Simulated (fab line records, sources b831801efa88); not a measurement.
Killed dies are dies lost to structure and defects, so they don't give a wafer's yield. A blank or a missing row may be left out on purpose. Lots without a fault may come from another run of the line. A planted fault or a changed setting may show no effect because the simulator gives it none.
fab line records | flow sky130 | part 1 of 2: steps 1 to 36 of 50
record lots=5 wafers=15 last_day=50
route steps=708 shown VT_ADJUST_LVTN@109 VT_ADJUST_NCORE@119 VT_ADJUST_HVTR@131 VT_ADJUST_PCH@143 SONOS_TUNNEL@154
lots that met no fault: from a run of the same line without faults
start_h: hours from the record's first day to the start of the lot's first wafer shown | wait_h: hours since the lot's step before | " the same as in the row above | L1.1+2: a row that stands for several wafers | - no value, or no start given | * or withheld: withheld | < > ~ a bound
route shown NAME@n: a module of which the file shows steps, and the number in the route of the first | usual: mean/standard deviation of fault-free wafers | same: alike in all rows | chamber/n: place in a boat | sites: the reading at each site | _std_site: their standard deviation | _edge_site: outer sites' mean less inner sites' | radius_mm: how far each site lies from the wafer's centre | mask NAME#n: copy n | behind: the tool/chamber that last shaped the wafer | hold: why the lot was held/for how many hours/how that ended | device: the transistor (n, p or np) that didn't switch | end of line: the same wafers' tests at the end of the route | a step without rows: its recipe alone | killed: dies lost to structure and defects at the first sort, not the wafer's yield | map: a wafer's dies, x killed, . not, _ none there
set.NAME: the setting as run; set.NAME@STEP: as run at that earlier step | model.NAME: the simulator's own value behind a step, which no gauge read
lots at some steps of the route; a table a step, a row a wafer
services: from which hour (start_h, from the record's first day; less than 0 if before it) a tool's chamber was out of use, for how many hours, and why
## steps
# step SKY_VT_ADJUST_LVTN_HMDS_12
# recipe prime_time_s=60 prime_temp_c=120
# columns lot.wafer tool chamber start_h wait_h
L075.3+4+5 litho_track-04 0 154.26 0.1
L076.1+3+4 litho_track-01 0 168.35 0.1
L089.1+3+6 litho_track-02 0 247.04 0.1
L092.2+4+6 litho_track-02 0 267.02 0.1
L095.4+5+6 litho_track-02 0 302.72 0.1
# step SKY_VT_ADJUST_LVTN_COAT_13
# recipe resist=NOVOLAK spin_rpm=3000 resist_thk_nm=1140
# columns lot.wafer tool chamber start_h wait_h
L075.3+4+5 litho_track-04 0 154.41 0.1
L076.1+3+4 litho_track-01 0 168.50 0.1
L089.1+3+6 litho_track-02 0 247.19 0.1
L092.2+4+6 litho_track-02 0 267.17 0.1
L095.4+5+6 litho_track-02 0 302.87 0.1
# step SKY_VT_ADJUST_LVTN_SOFTBAKE_14
# recipe temp_c=90 time_s=60 resist=NOVOLAK
# columns lot.wafer tool chamber start_h wait_h
L075.3+4+5 litho_track-04 0 154.56 0.1
L076.1+3+4 litho_track-01 0 168.65 0.1
L089.1+3+6 litho_track-02 0 247.34 0.1
L092.2+4+6 litho_track-02 0 267.32 0.1
L095.4+5+6 litho_track-02 0 303.02 0.1
# step SKY_VT_ADJUST_LVTN_EXPOSE_15
# recipe mask_id=HVN_STD_DERIVED na=0.6 source_shape=conventional sigma_outer=0.6 polarization=unpolarized target_cd_nm=600 dose_mj=163
# columns lot.wafer tool chamber start_h wait_h mask
L075.3+4+5 iline_stepper-01 0 - - HVN_STD_DERIVED#0
L076.1+3+4 iline_stepper-01 0 - - HVN_STD_DERIVED#0
L089.1+3+6 iline_stepper-02 0 - - HVN_STD_DERIVED#0
L092.2+4+6 iline_stepper-01 0 - - HVN_STD_DERIVED#0
L095.4+5+6 iline_stepper-01 0 - - HVN_STD_DERIVED#0
# step SKY_VT_ADJUST_LVTN_PEB_16
# recipe temp_c=withheld time_s=* resist=NOVOLAK
# columns lot.wafer tool chamber start_h wait_h
L075.3+4+5 litho_track-02 0 - -
L076.1+3+4 litho_track-04 0 - -
L089.1+3+6 litho_track-04 0 - -
L092.2+4+6 litho_track-04 0 - -
L095.4+5+6 litho_track-04 0 - -
# step SKY_VT_ADJUST_LVTN_DEVELOP_17
# recipe resist=NOVOLAK developer=TMAH develop_time_s=60 dev_temp_c=23
# columns lot.wafer tool chamber start_h wait_h
L075.3+4+5 litho_track-02 0 163.49 0.1
L076.1+3+4 litho_track-04 0 178.06 0.1
L089.1+3+6 litho_track-04 0 259.26 0.1
L092.2+4+6 litho_track-04 0 279.74 0.1
L095.4+5+6 litho_track-04 0 316.29 0.1
# step SKY_VT_ADJUST_LVTN_OVL_MEAS_18
# usual VT_ADJUST_LVTN_01_OVL=-0.6/1.6
# columns lot.wafer tool chamber start_h wait_h VT_ADJUST_LVTN_01_OVL[nm]
L075.3 overlay-02 - 163.61 0.1 -1.3
L075.4 " - " " -0.6
L075.5 " - " " -2.1
L076.1 overlay-02 - 178.21 0.1 -1.1
L076.3 " - " " -1.6
L076.4 " - " " -2.0
L089.1 overlay-02 - 259.41 0.1 -1.2
L089.3 " - " " -1.6
L089.6 " - " " -2.2
L092.2 overlay-02 - 279.87 0.1 -0.8
L092.4 " - " " -0.2
L092.6 " - " " 0.6
L095.4 overlay-01 - 316.38 0.1 2.7
L095.5 " - " " 1.7
L095.6 " - " " 2.5
# step SKY_VT_ADJUST_LVTN_IMPLANT_19
# recipe species=B energy_kev=30 dose_cm2=6.5e+11 tilt_deg=withheld
# columns lot.wafer tool chamber start_h wait_h
L075.3+4+5 implanter-01 0 163.68 0.1
L076.1+3+4 implanter-01 0 178.25 0.0
L089.1+3+6 implanter-02 0 259.45 0.0
L092.2+4+6 implanter-02 0 279.92 0.0
L095.4+5+6 implanter-01 0 316.47 0.1
# step SKY_VT_ADJUST_LVTN_STRIP_20
# recipe chemistry=O2/N2 power_w=1400 pressure_mtorr=1500 platen_temp_c=withheld o2_flow_sccm=3000 n2_flow_sccm=300 overash_fraction=0.5
# usual drypump_motor_current_A=5.80/0.21 oes_product_au=0.716/0.005 strip_time_to_endpoint_s=14.19/0.039
# columns lot.wafer tool chamber start_h wait_h drypump_motor_current_A oes_product_au rf_hours_counter_h strip_time_to_endpoint_s
L075.3 plasma_asher-01 0 163.81 0.1 5.60 0.725 - 14.14
L075.4 " 1 " " 5.75 0.714 - 14.17
L075.5 " 0 " " 5.58 0.721 - 14.16
L076.1 plasma_asher-03 0 178.40 0.1 5.60 0.710 38 14.19
L076.3 " 0 " " 5.59 0.717 - 14.21
L076.4 " 1 " " 6.23 0.722 - 14.18
L089.1 plasma_asher-02 0 259.60 0.1 5.69 0.723 60 14.23
L089.3 " 0 " " 5.69 0.719 - 14.25
L089.6 " 0 " " 5.69 0.703 - 14.24
L092.2 plasma_asher-01 1 280.05 0.1 5.75 0.721 59 14.21
L092.4 " 1 " " 5.76 0.714 - 14.18
L092.6 " 0 " " 5.67 0.717 - 14.18
L095.4 plasma_asher-02 1 316.58 0.1 5.90 0.717 - 14.28
L095.5 " 0 " " 5.69 0.712 - 14.26
L095.6 " 1 " " 5.89 0.718 - 14.29
# step SKY_VT_ADJUST_LVTN_TW_MEAS_21
# usual VT_ADJUST_LVTN_2_TW=189.8/1
# columns lot.wafer tool chamber start_h wait_h VT_ADJUST_LVTN_2_TW
L075.3 film_metro-01 - 163.90 0.1 188.8
L075.4 " - " " 188.8
L075.5 " - " " 188.1
L076.1 film_metro-01 - 178.50 0.1 189.3
L076.3 " - " " 189.9
L076.4 " - " " 189.5
L089.1 film_metro-04 - 259.70 0.1 192.0
L089.3 " - " " 191.8
L089.6 " - " " 191.7
L092.2 film_metro-03 - 280.16 0.1 189.5
L092.4 " - " " 189.5
L092.6 " - " " 188.1
L095.4 film_metro-01 - 316.68 0.1 189.2
L095.5 " - " " 190.3
L095.6 " - " " 189.8
# step SKY_VT_ADJUST_NCORE_DEHYDRATE_00
# recipe temp_c=200 time_s=60
# columns lot.wafer tool chamber start_h wait_h
L075.3+4+5 litho_track-02 0 173.29 9.4
L076.1+3+4 litho_track-03 0 187.97 9.5
L089.1+3+6 litho_track-03 0 270.62 10.9
L092.2+4+6 litho_track-04 0 291.44 11.3
L095.4+5+6 litho_track-03 0 329.80 13.1
# step SKY_VT_ADJUST_NCORE_HMDS_01
# recipe prime_time_s=60 prime_temp_c=120
# columns lot.wafer tool chamber start_h wait_h
L075.3+4+5 litho_track-02 0 173.44 0.1
L076.1+3+4 litho_track-03 0 188.12 0.1
L089.1+3+6 litho_track-03 0 270.77 0.1
L092.2+4+6 litho_track-04 0 291.59 0.1
L095.4+5+6 litho_track-03 0 329.95 0.1
# step SKY_VT_ADJUST_NCORE_COAT_02
# recipe resist=NOVOLAK spin_rpm=3000 resist_thk_nm=1140
# columns lot.wafer tool chamber start_h wait_h
L075.3+4+5 litho_track-02 0 173.59 0.1
L076.1+3+4 litho_track-03 0 188.27 0.1
L089.1+3+6 litho_track-03 0 270.92 0.1
L092.2+4+6 litho_track-04 0 291.74 0.1
L095.4+5+6 litho_track-03 0 330.10 0.1
# step SKY_VT_ADJUST_NCORE_SOFTBAKE_03
# recipe temp_c=90 time_s=60 resist=NOVOLAK
# columns lot.wafer tool chamber start_h wait_h
L075.3+4+5 litho_track-02 0 173.74 0.1
L076.1+3+4 litho_track-03 0 188.42 0.1
L089.1+3+6 litho_track-03 0 271.07 0.1
L092.2+4+6 litho_track-04 0 291.89 0.1
L095.4+5+6 litho_track-03 0 330.25 0.1
# step SKY_VT_ADJUST_NCORE_EXPOSE_04
# recipe mask_id=LVTN_COMPLEMENT_THIN na=0.6 source_shape=conventional sigma_outer=0.6 polarization=unpolarized target_cd_nm=380 dose_mj=139
# columns lot.wafer tool chamber start_h wait_h mask
L075.3+4+5 iline_stepper-01 0 - - LVTN_COMPLEMENT_THIN#0
L076.1+3+4 iline_stepper-01 0 - - LVTN_COMPLEMENT_THIN#0
L089.1+3+6 iline_stepper-02 0 - - LVTN_COMPLEMENT_THIN#0
L092.2+4+6 iline_stepper-02 0 - - LVTN_COMPLEMENT_THIN#0
L095.4+5+6 iline_stepper-01 0 - - LVTN_COMPLEMENT_THIN#0
# step SKY_VT_ADJUST_NCORE_PEB_05
# recipe temp_c=withheld time_s=* resist=NOVOLAK
# columns lot.wafer tool chamber start_h wait_h
L075.3+4+5 litho_track-02 0 - -
L076.1+3+4 litho_track-03 0 - -
L089.1+3+6 litho_track-04 0 - -
L092.2+4+6 litho_track-04 0 - -
L095.4+5+6 litho_track-02 0 - -
# step SKY_VT_ADJUST_NCORE_DEVELOP_06
# recipe resist=NOVOLAK developer=TMAH develop_time_s=60 dev_temp_c=23
# columns lot.wafer tool chamber start_h wait_h
L075.3+4+5 litho_track-02 0 183.49 0.1
L076.1+3+4 litho_track-03 0 197.87 0.1
L089.1+3+6 litho_track-04 0 283.31 0.1
L092.2+4+6 litho_track-04 0 303.84 0.1
L095.4+5+6 litho_track-02 0 343.72 0.1
# step SKY_VT_ADJUST_NCORE_CD_MEAS_07
# recipe target_cd_nm=380
# usual cd_nm=380.0/2.4
# columns lot.wafer tool chamber start_h wait_h cd_nm
L075.3 cd_sem-01 - 183.63 0.1 376.2
L075.4 " - " " 377.9
L075.5 " - " " 375.2
L076.1 cd_sem-02 - 198.02 0.1 383.9
L076.3 " - " " 384.0
L076.4 " - " " 383.1
L089.1 cd_sem-02 - 283.46 0.1 377.5
L089.3 " - " " 379.9
L089.6 " - " " 380.3
L092.2 cd_sem-01 - 303.98 0.1 380.7
L092.4 " - " " 380.4
L092.6 " - " " 382.7
L095.4 cd_sem-01 - 343.85 0.1 371.7
L095.5 " - " " 372.9
L095.6 " - " " 374.7
# step SKY_VT_ADJUST_NCORE_OVL_MEAS_08
# usual VT_ADJUST_NCORE_OVL=-0.3/1.6
# columns lot.wafer tool chamber start_h wait_h VT_ADJUST_NCORE_OVL[nm]
L075.3 overlay-02 - 183.73 0.1 -0.1
L075.4 " - " " -0.8
L075.5 " - " " -0.1
L076.1 overlay-01 - 198.14 0.1 1.5
L076.3 " - " " 1.4
L076.4 " - " " 1.4
L089.1 overlay-02 - 283.58 0.1 -0.5
L089.3 " - " " -1.7
L089.6 " - " " -1.3
L092.2 overlay-01 - 304.09 0.1 2.2
L092.4 " - " " 2.1
L092.6 " - " " 2.1
L095.4 overlay-02 - 343.93 0.1 -2.2
L095.5 " - " " -2.0
L095.6 " - " " -0.9
# step SKY_VT_ADJUST_NCORE_IMPLANT_09
# recipe species=B energy_kev=10 dose_cm2=2.4e+12 tilt_deg=withheld
# columns lot.wafer tool chamber start_h wait_h
L075.3+4+5 implanter-04 0 183.80 0.1
L076.1+3+4 implanter-04 0 198.18 0.0
L089.1+3+6 implanter-02 0 283.62 0.0
L092.2+4+6 implanter-02 0 304.14 0.0
L095.4+5+6 implanter-03 0 344.02 0.1
# step SKY_VT_ADJUST_NCORE_STRIP_10
# recipe chemistry=O2/N2 power_w=1400 pressure_mtorr=1500 platen_temp_c=withheld o2_flow_sccm=3000 n2_flow_sccm=300 overash_fraction=0.5
# usual drypump_motor_current_A=5.81/0.12 oes_product_au=0.716/0.0049 strip_time_to_endpoint_s=14.19/0.041
# columns lot.wafer tool chamber start_h wait_h drypump_motor_current_A oes_product_au rf_hours_counter_h strip_time_to_endpoint_s
L075.3 plasma_asher-01 1 183.93 0.1 5.73 0.716 - 14.26
L075.4 " 0 " " 5.60 0.715 - 14.25
L075.5 " 0 " " 5.59 0.717 - 14.27
L076.1 plasma_asher-02 0 198.33 0.1 5.68 0.714 54 14.16
L076.3 " 0 " " 5.69 0.713 - 14.16
L076.4 " 1 " " 5.91 0.724 - 14.16
L089.1 plasma_asher-01 1 283.77 0.1 5.73 0.725 60 14.24
L089.3 " 0 " " 5.60 0.726 - 14.20
L089.6 " 0 " " 5.59 0.712 - 14.15
L092.2 plasma_asher-01 1 304.27 0.1 5.75 0.714 62 14.20
L092.4 " 1 " " 5.76 0.717 - 14.21
L092.6 " 1 " " 5.75 0.721 - 14.19
L095.4 plasma_asher-02 1 344.13 0.1 5.88 0.710 - 14.23
L095.5 " 0 " " 5.69 0.714 - 14.22
L095.6 " 1 " " 5.89 0.711 - 14.18
# step SKY_VT_ADJUST_NCORE_TW_MEAS_11
# usual VT_ADJUST_NCORE_TW=220.9/1.3
# columns lot.wafer tool chamber start_h wait_h VT_ADJUST_NCORE_TW
L075.3 film_metro-03 - 184.02 0.1 221.1
L075.4 " - " " 221.0
L075.5 " - " " 220.6
L076.1 film_metro-04 - 198.43 0.1 221.4
L076.3 " - " " 221.8
L076.4 " - " " 223.7
L089.1 film_metro-03 - 283.87 0.1 220.3
L089.3 " - " " 220.0
L089.6 " - " " 221.7
L092.2 film_metro-02 - 304.38 0.1 220.8
L092.4 " - " " 221.3
L092.6 " - " " 222.7
L095.4 film_metro-04 - 344.23 0.1 222.6
L095.5 " - " " 223.5
L095.6 " - " " 222.0
# step SKY_VT_ADJUST_HVTR_DEHYDRATE_00
# recipe temp_c=200 time_s=60
# columns lot.wafer tool chamber start_h wait_h
L075.3+4+5 litho_track-03 0 192.87 8.8
L076.1+3+4 litho_track-03 0 208.72 10.3
L089.1+3+6 litho_track-01 0 295.20 11.3
L092.2+4+6 litho_track-02 0 317.17 12.8
L095.4+5+6 litho_track-02 0 357.52 13.3
# step SKY_VT_ADJUST_HVTR_HMDS_01
# recipe prime_time_s=60 prime_temp_c=120
# columns lot.wafer tool chamber start_h wait_h
L075.3+4+5 litho_track-03 0 193.02 0.1
L076.1+3+4 litho_track-03 0 208.87 0.1
L089.1+3+6 litho_track-01 0 295.35 0.1
L092.2+4+6 litho_track-02 0 317.32 0.1
L095.4+5+6 litho_track-02 0 357.67 0.1
# step SKY_VT_ADJUST_HVTR_COAT_02
# recipe resist=NOVOLAK spin_rpm=3000 resist_thk_nm=1140
# columns lot.wafer tool chamber start_h wait_h
L075.3+4+5 litho_track-03 0 193.17 0.1
L076.1+3+4 litho_track-03 0 209.02 0.1
L089.1+3+6 litho_track-01 0 295.50 0.1
L092.2+4+6 litho_track-02 0 317.47 0.1
L095.4+5+6 litho_track-02 0 357.82 0.1
# step SKY_VT_ADJUST_HVTR_SOFTBAKE_03
# recipe temp_c=90 time_s=60 resist=NOVOLAK
# columns lot.wafer tool chamber start_h wait_h
L075.3+4+5 litho_track-03 0 193.32 0.1
L076.1+3+4 litho_track-03 0 209.17 0.1
L089.1+3+6 litho_track-01 0 295.65 0.1
L092.2+4+6 litho_track-02 0 317.62 0.1
L095.4+5+6 litho_track-02 0 357.97 0.1
# step SKY_VT_ADJUST_HVTR_EXPOSE_04
# recipe mask_id=HVTRM target_cd_nm=380 na=0.6 source_shape=conventional sigma_outer=0.6 dose_mj=150
# columns lot.wafer tool chamber start_h wait_h mask
L075.3+4+5 iline_stepper-02 0 - - HVTRM#0
L076.1+3+4 iline_stepper-02 0 - - HVTRM#0
L089.1+3+6 iline_stepper-02 0 - - HVTRM#0
L092.2+4+6 iline_stepper-02 0 - - HVTRM#0
L095.4+5+6 iline_stepper-01 0 - - HVTRM#0
# step SKY_VT_ADJUST_HVTR_PEB_05
# recipe temp_c=withheld time_s=* resist=NOVOLAK
# columns lot.wafer tool chamber start_h wait_h
L075.3+4+5 litho_track-02 0 - -
L076.1+3+4 litho_track-03 0 - -
L089.1+3+6 litho_track-02 0 - -
L092.2+4+6 litho_track-02 0 - -
L095.4+5+6 litho_track-02 0 - -
# step SKY_VT_ADJUST_HVTR_DEVELOP_06
# recipe develop_time_s=60 dev_temp_c=23
# columns lot.wafer tool chamber start_h wait_h
L075.3+4+5 litho_track-02 0 203.89 0.1
L076.1+3+4 litho_track-03 0 219.37 0.1
L089.1+3+6 litho_track-02 0 308.54 0.1
L092.2+4+6 litho_track-02 0 330.82 0.1
L095.4+5+6 litho_track-02 0 371.62 0.1
# step SKY_VT_ADJUST_HVTR_CD_MEAS_07
# recipe target_cd_nm=380
# usual cd_nm=380/3.4
# columns lot.wafer tool chamber start_h wait_h cd_nm
L075.3 cd_sem-01 - 204.03 0.1 379
L075.4 " - " " 380
L075.5 " - " " 379
L076.1 cd_sem-02 - 219.52 0.1 376
L076.3 " - " " 375
L076.4 " - " " 377
L089.1 cd_sem-01 - 308.69 0.1 385
L089.3 " - " " 385
L089.6 " - " " 384
L092.2 cd_sem-02 - 330.96 0.1 386
L092.4 " - " " 387
L092.6 " - " " 386
L095.4 cd_sem-01 - 371.75 0.1 382
L095.5 " - " " 380
L095.6 " - " " 379
# step SKY_VT_ADJUST_HVTR_OVL_MEAS_08
# usual VT_ADJUST_HVTR_OVL=1.1/1.5
# columns lot.wafer tool chamber start_h wait_h VT_ADJUST_HVTR_OVL[nm]
L075.3 overlay-01 - 204.13 0.1 0.9
L075.4 " - " " 0.4
L075.5 " - " " -1.8
L076.1 overlay-02 - 219.64 0.1 -2.7
L076.3 " - " " -2.7
L076.4 " - " " -0.2
L089.1 overlay-02 - 308.81 0.1 -0.3
L089.3 " - " " -1.3
L089.6 " - " " -1.9
L092.2 overlay-01 - 331.07 0.1 1.8
L092.4 " - " " 1.1
L092.6 " - " " -0.6
L095.4 overlay-01 - 371.83 0.1 3.2
L095.5 " - " " 2.1
L095.6 " - " " 3.2
# step SKY_VT_ADJUST_HVTR_IMPLANT_09
# recipe species=B energy_kev=10 dose_cm2=2.1e+12 tilt_deg=withheld
# columns lot.wafer tool chamber start_h wait_h
L075.3+4+5 implanter-01 0 204.20 0.1
L076.1+3+4 implanter-01 0 219.68 0.0
L089.1+3+6 implanter-02 0 308.85 0.0
L092.2+4+6 implanter-01 0 331.12 0.0
L095.4+5+6 implanter-02 0 371.92 0.1
# step SKY_VT_ADJUST_HVTR_STRIP_10
# recipe chemistry=O2/N2 power_w=1400 pressure_mtorr=1500 platen_temp_c=withheld o2_flow_sccm=3000 n2_flow_sccm=300 overash_fraction=0.5
# usual drypump_motor_current_A=5.89/0.22 oes_product_au=0.716/0.0046 strip_time_to_endpoint_s=14.21/0.036
# columns lot.wafer tool chamber start_h wait_h drypump_motor_current_A oes_product_au rf_hours_counter_h strip_time_to_endpoint_s
L075.3 plasma_asher-03 0 204.33 0.1 5.57 0.721 - 14.23
L075.4 " 1 " " 6.27 0.718 - 14.23
L075.5 " 0 " " 5.60 0.707 - 14.18
L076.1 plasma_asher-02 0 219.83 0.1 5.67 0.711 56 14.17
L076.3 " 1 " " 5.89 0.708 - 14.19
L076.4 " 0 " " 5.69 0.713 - 14.21
L089.1 plasma_asher-03 1 309.00 0.1 6.26 0.718 51 14.28
L089.3 " 0 " " 5.58 0.710 - 14.26
L089.6 " 1 " " 6.25 0.715 - 14.27
L092.2 plasma_asher-04 1 331.25 0.1 5.94 0.716 21 14.22
L092.4 " 1 " " 5.93 0.707 - 14.22
L092.6 " 1 " " 5.91 0.718 - 14.20
L095.4 plasma_asher-02 1 372.03 0.1 5.91 0.717 - 14.28
L095.5 " 1 " " 5.92 0.729 - 14.27
L095.6 " 0 " " 5.72 0.721 - 14.24
# step SKY_VT_ADJUST_HVTR_TW_MEAS_11
# usual VT_ADJUST_HVTR_TW=212.3/1.3
# columns lot.wafer tool chamber start_h wait_h VT_ADJUST_HVTR_TW
L075.3 film_metro-02 - 204.42 0.1 211.0
L075.4 " - " " 210.3
L075.5 " - " " 210.0
L076.1 film_metro-01 - 219.93 0.1 212.2
L076.3 " - " " 211.9
L076.4 " - " " 212.6
L089.1 film_metro-01 - 309.10 0.1 212.9
L089.3 " - " " 212.7
L089.6 " - " " 212.6
L092.2 film_metro-02 - 331.36 0.1 212.4
L092.4 " - " " 211.7
L092.6 " - " " 212.1
L095.4 film_metro-02 - 372.13 0.1 212.8
L095.5 " - " " 212.8
L095.6 " - " " 213.7
# step SKY_VT_ADJUST_PCH_DEHYDRATE_00
# recipe temp_c=200 time_s=60
# columns lot.wafer tool chamber start_h wait_h
L075.3+4+5 litho_track-04 0 213.41 9.0
L076.1+3+4 litho_track-03 0 231.32 11.4
L089.1+3+6 litho_track-01 0 321.30 12.2
L092.2+4+6 litho_track-04 0 344.49 13.1
L095.4+5+6 litho_track-03 0 385.90 13.8
# step SKY_VT_ADJUST_PCH_HMDS_01
# recipe prime_time_s=60 prime_temp_c=120
# columns lot.wafer tool chamber start_h wait_h
L075.3+4+5 litho_track-04 0 213.56 0.1
L076.1+3+4 litho_track-03 0 231.47 0.1
L089.1+3+6 litho_track-01 0 321.45 0.1
L092.2+4+6 litho_track-04 0 344.64 0.1
L095.4+5+6 litho_track-03 0 386.05 0.1
